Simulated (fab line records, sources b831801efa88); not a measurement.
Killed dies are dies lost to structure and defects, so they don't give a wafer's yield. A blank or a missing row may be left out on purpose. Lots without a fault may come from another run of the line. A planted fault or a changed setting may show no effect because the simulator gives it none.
Problem report in the 8D (eight disciplines) form, filled by code | flow sky130 | the parts of the form that need people (team, actions taken, sign-off) are left out

1. THE PROBLEM
killed_at_M4_up at SKY_PAD_OPEN_PROBE_99 reads a mean of 40 on 3 wafers of 2 lots; wafers without a fault read 3 with a standard deviation of 1.7. That is +22 standard deviations from the usual mean.
First seen on wafer L391.1, day 49 15:32, on prober-02. The record holds 18 wafers of 6 lots with a number at this step. Rule for "out", or "out of limits": more than 4 standard deviations from the usual mean. The other wafers with a number count as sound.

2. WHAT IT IS AND WHAT IT IS NOT
question                    | is                                    | is not
which readings at this step | killed_at_M4_up, sort_bin_3_pad_short | killed_at_M0_to_M3, killed_at_contacts, killed_at_front_end, killed_at_other, killed_open, killed_short, sort_bin_6_memory
which lots                  | L391, L392                            | L376, L379, L386, L387
which wafers of those lots  | L391.1, L392.3, L392.5                | L391.2, L391.3, L392.1
read on which tools         | prober-01, prober-02                  | -
when                        | from day 49 15:32                     | up to then (12 sound wafers); but 3 sound wafers of L391, L392 came after

3. SUSPECTS, AND WHAT RULES EACH OUT
Counting: a tool at a process step up to the reading stays a suspect if it ran every lot that is out. Sound lots after the first of them don't rule it out here, since some wafers of a struck lot are sound.
- pvd_sputter-04 at SKY_VIA3_SPUTTER_20 (material TiN, target thk 20 nm, time 80 s): kept. It ran every lot that is out, first L391 (day 44 08:34); its last sound lot up to then is L386 (day 43 06:25).
- pvd_sputter-04 at SKY_METAL4_SPUTTER_02 (material AlCu, target thk 735 nm, time 39.1 s): kept. It ran every lot that is out, first L391 (day 44 09:17); its last sound lot up to then is L387 (day 43 11:08).
- pvd_sputter-04 at SKY_METAL4_SPUTTER_04 (material TiN, target thk 70 nm, time 58.3 s): kept. It ran every lot that is out, first L391 (day 44 09:20); its last sound lot up to then is L387 (day 43 11:12).
- plasma_asher-04 at SKY_CAP2M_STRIP_14 (strips in O2/N2): kept. It ran every lot that is out, first L391 (day 45 07:33); its last sound lot up to then is L379 (day 41 15:06).
Left after counting: pvd_sputter-04 at SKY_VIA3_SPUTTER_20, pvd_sputter-04 at SKY_METAL4_SPUTTER_02, pvd_sputter-04 at SKY_METAL4_SPUTTER_04, plasma_asher-04 at SKY_CAP2M_STRIP_14.

4. THE CAUSE (what the simulator had put in)
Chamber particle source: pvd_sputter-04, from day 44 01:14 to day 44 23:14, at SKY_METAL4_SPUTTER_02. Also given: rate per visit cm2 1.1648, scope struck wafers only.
Counting left 4 suspects, and this tool is among them.

5. THE CHAIN OF EFFECTS, in route order
Each row: a reading whose mean over the struck wafers that have a number lies more than 3 standard deviations from the usual. Only readings for which the record gives a usual standard deviation are gone through. hours: the time from each lot's start at the first step in this table that gives one to its start at this step, as a median over the lots. sigmas: the change in usual standard deviations.
hours | step                  | reading              | usual  | on struck wafers | change | sigmas
0     | SKY_PAD_OPEN_PROBE_99 | defect_limited_yield | 82.3 % | 75.5             | -6.8   | -3.4
0     | SKY_PAD_OPEN_PROBE_99 | killed_at_M4_up      | 3      | 40               | +37    | +22
0     | SKY_PAD_OPEN_PROBE_99 | killed_dies          | 87     | 121              | +34    | +3.4
0     | SKY_PAD_OPEN_PROBE_99 | sort_bin_3_pad_short | 0.9 %  | 3.8              | +2.9   | +6.7
0     | SKY_PAD_OPEN_PROBE_99 | sort_n_pass          | 405    | 371              | -34    | -3.4
0     | SKY_PAD_OPEN_PROBE_99 | sort_yield_pct       | 82.3 % | 75.5             | -6.8   | -3.4
The process steps in it:
- SKY_PAD_OPEN_PROBE_99

6. WHAT WOULD HAVE CAUGHT IT SOONER
In this record the first reading out of limits was taken at day 49 15:32, 134 hours after the fault began at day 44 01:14.
Of the tool readings at SKY_METAL4_SPUTTER_02 for which the record gives a usual standard deviation, none was out on any struck wafer, so an alarm limit of 4 standard deviations on them would not have fired.
All the lots that are out (2) had begun SKY_METAL4_SPUTTER_02 on pvd_sputter-04 by day 49 15:32. A hold on the tool at that time would have spared none of them.
